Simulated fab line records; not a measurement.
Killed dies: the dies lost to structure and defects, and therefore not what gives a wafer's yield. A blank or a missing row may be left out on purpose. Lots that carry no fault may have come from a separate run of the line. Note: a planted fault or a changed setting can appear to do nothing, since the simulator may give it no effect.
A single fault, viewed from 2 desks ; flow gf180mcu ; every desk sees just its own numbers, and what lay behind them comes last

AT THE TOOL OWNER'S DESK: cmp-01
The tool's own readings at GF_V3_CMP_04 (polishes SiO2): means of the sampled wafers that have a number, for each lot that ran on this tool. A lot is out of limits, marked OUT, if its mean lies more than 4 standard deviations from the usual mean; the brackets give that distance.
Columns: A = motorCurrentA at GF_V3_CMP_04, usual 12.1 A; B = timeToEndpointS at GF_V3_CMP_04, usual 75 s
lot;first seen here;A;B
L909;day 21 14:00;12.0;82
L911;day 22 10:46;11.8;74
L913;day 23 00:17;11.5;64
L914;day 23 12:02;11.5;52 (-4.1) OUT
L928;day 27 21:02;11.4;72
L929;day 28 04:22;12.5;75
L930;day 28 11:00;11.6;74
L931;day 28 19:29;12.8;68
This desk's finding: out of limits on L914; first on L914, day 23 12:02 (timeToEndpointS at GF_V3_CMP_04). L909, L911, L913, L928, L929, L930, L931 stayed within limits.

THE METROLOGY DESK
Means of the sampled wafers that have a number, per lot and without regard to the tool the lot ran on: this is what the gauges read. A lot is out of limits, marked OUT, if its mean lies more than 4 standard deviations from the usual mean; the brackets give that distance.
Columns: A = V2_CVD_00_THK at GF_V2_THK_MEAS_01, usual 597 nm
lot;first seen here;A
L909;day 19 10:14;602
L910;day 19 14:29;600
L911;day 20 07:24;602
L912;day 20 11:22;590
L913;day 20 22:08;598
L914;day 21 10:05;591
L920;day 23 11:38;592
L924;day 24 21:05;597
L927;day 25 18:38;593
L928;day 26 00:28;600
L929;day 26 07:39;593
L930;day 26 14:53;609
L931;day 27 00:41;594
Finding of this desk: none of the 13 lots has anything out of limits.

BROUGHT TOGETHER
On L914, at day 23 12:02, an alarm was possible from the tool owner's desk.
From the metrology desk's view, nothing was out of limits.
The metrology desk has L914 on record, within its limits.
All the named lots went through GF_V3_CMP_04 on cmp-01.

WHAT HAD BEEN PUT IN BY THE SIMULATOR
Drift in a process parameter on cmp-01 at GF_V3_CMP_04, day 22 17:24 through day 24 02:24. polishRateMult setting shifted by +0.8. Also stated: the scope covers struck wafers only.
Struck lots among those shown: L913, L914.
Time in hours from fault onset to the first out-of-limits reading at each desk: the tool owner's desk, 19.
